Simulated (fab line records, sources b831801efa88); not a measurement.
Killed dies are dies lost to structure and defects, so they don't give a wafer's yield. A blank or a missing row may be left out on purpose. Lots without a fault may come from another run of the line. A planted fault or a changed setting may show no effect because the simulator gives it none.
Which tool did it? | flow sky130 | 6 lots, 18 wafers sampled, at 3 steps of a route of 708

WHAT THE GAUGES READ, wafer by wafer
SKY_SD_N_RS_MEAS_17: measures by four-point-probe.
lot  | measured     | on            | SD_P_RS (ohm/sq)
L365 | day 28 21:17 | film_metro-03 | 147.1 147.1 146.6
L371 | day 30 15:51 | film_metro-01 | 147.3 147.8 147.6
L378 | day 32 10:37 | film_metro-01 | 147.9 148.1 147.8
L380 | day 33 21:29 | film_metro-01 | 147.8 147.7 147.3
L383 | day 34 07:20 | film_metro-02 | 147.5 146.7 147.2
L385 | day 35 03:35 | film_metro-01 | 147.6 147.1 147.4

WHICH TOOL RAN EACH LOT (tool, then ch and the chambers of the sampled wafers, then the start)
lot  | SKY_NWELL_EXPOSE_07                | SKY_SD_N_STRIP_11
L365 | iline_stepper-02 ch 0, day 4 17:32 | plasma_asher-02 ch 0,1, day 28 20:45
L371 | iline_stepper-02 ch 0, day 6 02:52 | plasma_asher-03 ch 0,1, day 30 15:20
L378 | iline_stepper-01 ch 0, day 7 15:40 | plasma_asher-02 ch 0, day 32 10:06
L380 | iline_stepper-02 ch 0, day 8 10:03 | plasma_asher-01 ch 0, day 33 20:57
L383 | iline_stepper-02 ch 0, day 9 01:05 | plasma_asher-02 ch 0,1, day 34 06:50
L385 | iline_stepper-02 ch 0, day 9 16:10 | plasma_asher-02 ch 0,1, day 35 03:03
- SKY_NWELL_EXPOSE_07: exposes mask NWM, target cd 840 nm.
- SKY_SD_N_STRIP_11: strips in O2/N2.

THE ANSWER, worked out from the rows above alone
Rule: what is usual is taken from the lots themselves. Put in order of their means at a reading, lots are off if they are a third of the lots or fewer, leave a main group of 4 or more, and stand apart from it by a gap of 3 or more times the standard deviation of the main group's means; of several such gaps the widest counts. A main group whose means are all the same, to the digits that the tables above print for the reading, isn't used. A lot without any number at a reading at which 4 lots or more have one is off too. The other lots that the step has rows for count as sound.
No lot is off at any reading shown: from this, nothing can be told.

WHAT THE SIMULATOR HAD PUT IN
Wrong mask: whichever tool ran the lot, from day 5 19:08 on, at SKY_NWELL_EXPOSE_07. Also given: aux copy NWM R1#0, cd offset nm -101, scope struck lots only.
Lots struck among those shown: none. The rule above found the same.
